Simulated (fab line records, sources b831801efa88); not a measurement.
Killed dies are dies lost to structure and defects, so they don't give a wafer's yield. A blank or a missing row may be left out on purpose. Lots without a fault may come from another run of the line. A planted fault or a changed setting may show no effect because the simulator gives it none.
Which tool did it? | flow sky130 | 12 lots, 36 wafers sampled, at 2 steps of a route of 708

WHAT THE GAUGES READ, wafer by wafer
SKY_NWELL_OVL_MEAS_23. Usual: NWELL_01_OVL -0.2 nm, standard deviation 1.1.
lot  | measured     | on         | NWELL_01_OVL (nm) | flag
L180 | day 5 03:50  | overlay-01 | 1.0 1.1 0.3       |
L183 | day 6 02:08  | overlay-01 | 0.2 -0.5 0.4      |
L185 | day 6 14:01  | overlay-02 | -0.9 0.5 0.4      |
L186 | day 6 22:35  | overlay-02 | 0.2 0.5 0.2       |
L187 | day 7 07:40  | overlay-01 | 0.3 0.9 0.5       |
L188 | day 7 07:46  | overlay-02 | 0.9 1.4 -0.3      |
L189 | day 7 14:47  | overlay-01 | -0.5 1.1 0.6      |
L193 | day 8 19:58  | overlay-02 | -0.2 0.3 1.1      |
L195 | day 9 03:28  | overlay-01 | -1.1 -1.9 -2.8    |
L200 | day 10 10:32 | overlay-02 | 1.9 1.0 0.0       |
L202 | day 10 21:10 | overlay-02 | -1.7 0.6 -0.5     |
L203 | day 11 01:46 | overlay-01 | 0.5 1.3 -1.2      |

WHICH TOOL RAN EACH LOT (tool, then ch and the chambers of the sampled wafers, then the start)
lot  | SKY_FIELD_ISO_ETCH_15
L180 | rie_diel-01 ch 0,2,3, day 2 04:08
L183 | rie_diel-01 ch 1,3, day 2 21:39
L185 | rie_diel-02 ch 2,3, day 3 07:53
L186 | rie_diel-01 ch 0,1, day 3 13:51
L187 | rie_diel-01 ch 0,2,3, day 3 17:25
L188 | rie_diel-02 ch 0,3, day 3 21:25
L189 | rie_diel-01 ch 0,1, day 4 04:15
L193 | rie_diel-02 ch 0,1, day 5 03:19
L195 | rie_diel-03 ch 2,3, day 5 10:14
L200 | rie_diel-02 ch 1,2,3, day 6 13:57
L202 | rie_diel-03 ch 0,1,3, day 7 00:48
L203 | rie_diel-01 ch 1,3, day 7 03:49
- SKY_FIELD_ISO_ETCH_15: etches the open film in CHF3/O2, stops on Si, target depth 180 nm, time 72 s.

WHAT THE TOOLS THEMSELVES READ (means of the sampled wafers that have a number; where no wafer has one, the mark that the record gives instead)
SKY_FIELD_ISO_ETCH_15. Usual: drypump_motor_current_A 5.9 A, standard deviation 0.38; oes_product_au 0.943 a.u., standard deviation 0.0069; throttle_valve_pct 8.843 %, standard deviation 0.009.
lot  | tool        | drypump_motor_current_A (A) | oes_product_au (a.u.) | throttle_valve_pct (%) | flag
L180 | rie_diel-01 | 5.9                         | 0.944                 | 8.852                  |
L183 | rie_diel-01 | 6.0                         | 0.941                 | 8.839                  |
L185 | rie_diel-02 | 6.0                         | 0.943                 | 8.846                  |
L186 | rie_diel-01 | 6.2                         | 0.939                 | 8.843                  |
L187 | rie_diel-01 | 5.9                         | 0.943                 | 8.841                  |
L188 | rie_diel-02 | 5.9                         | 0.949                 | 8.841                  |
L189 | rie_diel-01 | 6.1                         | 0.944                 | 8.856                  |
L193 | rie_diel-02 | 6.4                         | 0.939                 | 8.838                  |
L195 | rie_diel-03 | 5.8                         | 0.946                 | 8.845                  |
L200 | rie_diel-02 | 6.1                         | 0.941                 | 8.840                  |
L202 | rie_diel-03 | 5.7                         | 0.941                 | 8.845                  |
L203 | rie_diel-01 | 6.0                         | 0.947                 | 8.845                  |

THE ANSWER, worked out from the rows above alone
Rule: a lot is off if the mean of its wafers that have a number lies more than 3 standard deviations from the usual mean. A lot without any number at a reading at which 4 lots or more have one is off too. The other lots that the step has rows for count as sound. The gauges are gone through in route order, then the tools' own readings, and for those a lot's mean is taken as printed above. The first step at which some lot is off is used, and at that step the reading that is off furthest; a lot without a number counts as furthest.
No lot is off at any reading shown: from this, nothing can be told.

WHAT THE SIMULATOR HAD PUT IN
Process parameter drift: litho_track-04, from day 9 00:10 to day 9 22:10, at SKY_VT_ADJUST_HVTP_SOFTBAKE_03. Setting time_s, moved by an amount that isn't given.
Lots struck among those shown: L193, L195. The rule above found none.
